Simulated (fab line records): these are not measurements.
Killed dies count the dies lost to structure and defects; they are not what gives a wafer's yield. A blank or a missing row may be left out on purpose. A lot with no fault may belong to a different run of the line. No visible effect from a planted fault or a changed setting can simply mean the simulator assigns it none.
Matching of chambers + flow gf180mcu + cmp-01 running GF_V1_CMP_04: 4 sister chambers
The step polishes SiO2. 15 wafers are shown with their chamber, then 7 later ones without.

WAFERS WITH THEIR CHAMBER
| wafer  | chamber | motor current A (A) | time to endpoint s (s) | slurry flow ml min |
|--------|---------|---------------------|------------------------|--------------------|
| L776.2 | 2       | 10.5                | 71                     | 150.0              |
| L776.4 | 3       | 12.6                | 80                     | 150.1              |
| L776.5 | 0       | 11.3                | 75                     | 149.3              |
| L779.1 | 1       | 14.3                | 75                     | 150.5              |
| L779.3 | 3       | 13.6                | 74                     | 150.5              |
| L779.5 | 2       | 10.7                | 78                     | 148.9              |
| L780.1 | 0       | 11.2                | 70                     | 149.8              |
| L780.4 | 1       | 13.9                | 85                     | 149.3              |
| L780.5 | 2       | 10.6                | 82                     | 149.4              |
| L782.2 | 0       | 10.7                | 67                     | 150.2              |
| L782.4 | 1       | 14.0                | 74                     | 150.3              |
| L782.6 | 3       | 13.0                | 73                     | 149.6              |
| L783.3 | 3       | 12.7                | 66                     | 150.3              |
| L783.5 | 0       | 11.3                | 66                     | 150.4              |
| L783.6 | 3       | 13.2                | 75                     | 149.1              |

SIGNATURES (means of the wafers above)
| reading            | chamber 0 | chamber 1 | chamber 2 | chamber 3 | scatter within a chamber |
|--------------------|-----------|-----------|-----------|-----------|--------------------------|
| motor current A    | 11.125    | 14.067    | 10.600    | 13.020    | 0.302                    |
| time to endpoint s | 69.50     | 78.00     | 77.00     | 73.60     | 5.1                      |
| slurry flow ml min | 149.925   | 150.033   | 149.433   | 149.920   | 0.558                    |
Rule: for a wafer and a chamber, the distance is found by dividing, reading by reading, the gap between the wafer's reading and the chamber's mean by the reading's scatter, squaring, summing and taking the root. If the next closest chamber is less than 2 further off than the closest, the wafer can't be placed; otherwise it belongs to the closest. How the scatter is found: for the shown wafers, subtract from each reading the mean of its chamber, square and add these, divide the total by (wafers less chambers), then take the root.

WAFERS MISSING THEIR CHAMBER
| wafer  | motor current A (A) | time to endpoint s (s) | slurry flow ml min |
|--------|---------------------|------------------------|--------------------|
| L793.2 | 9.9                 | 77                     | 149.1              |
| L796.1 | 11.4                | 75                     | 149.4              |
| L796.3 | 10.4                | 76                     | 149.7              |
| L796.4 | 12.3                | 75                     | 149.1              |
| L798.3 | 11.1                | 83                     | 149.3              |
| L798.5 | 10.2                | 91                     | 150.0              |
| L798.6 | 12.8                | 91                     | 150.8              |

CHAMBER TAKEN BY EACH
| wafer  | from the rows above     | in truth |
|--------|-------------------------|----------|
| L793.2 | 2                       | 2        |
| L796.1 | can't be placed: 0 or 2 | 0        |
| L796.3 | can't be placed: 2 or 0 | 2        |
| L796.4 | can't be placed: 3 or 0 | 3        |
| L798.3 | can't be placed: 2 or 0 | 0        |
| L798.5 | 2                       | 2        |
| L798.6 | can't be placed: 3 or 1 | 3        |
Correct placement for 2 of the 7. Unplaceable from these rows: 5, with the true chamber sitting among the candidates in 5. 0 placed wrongly.
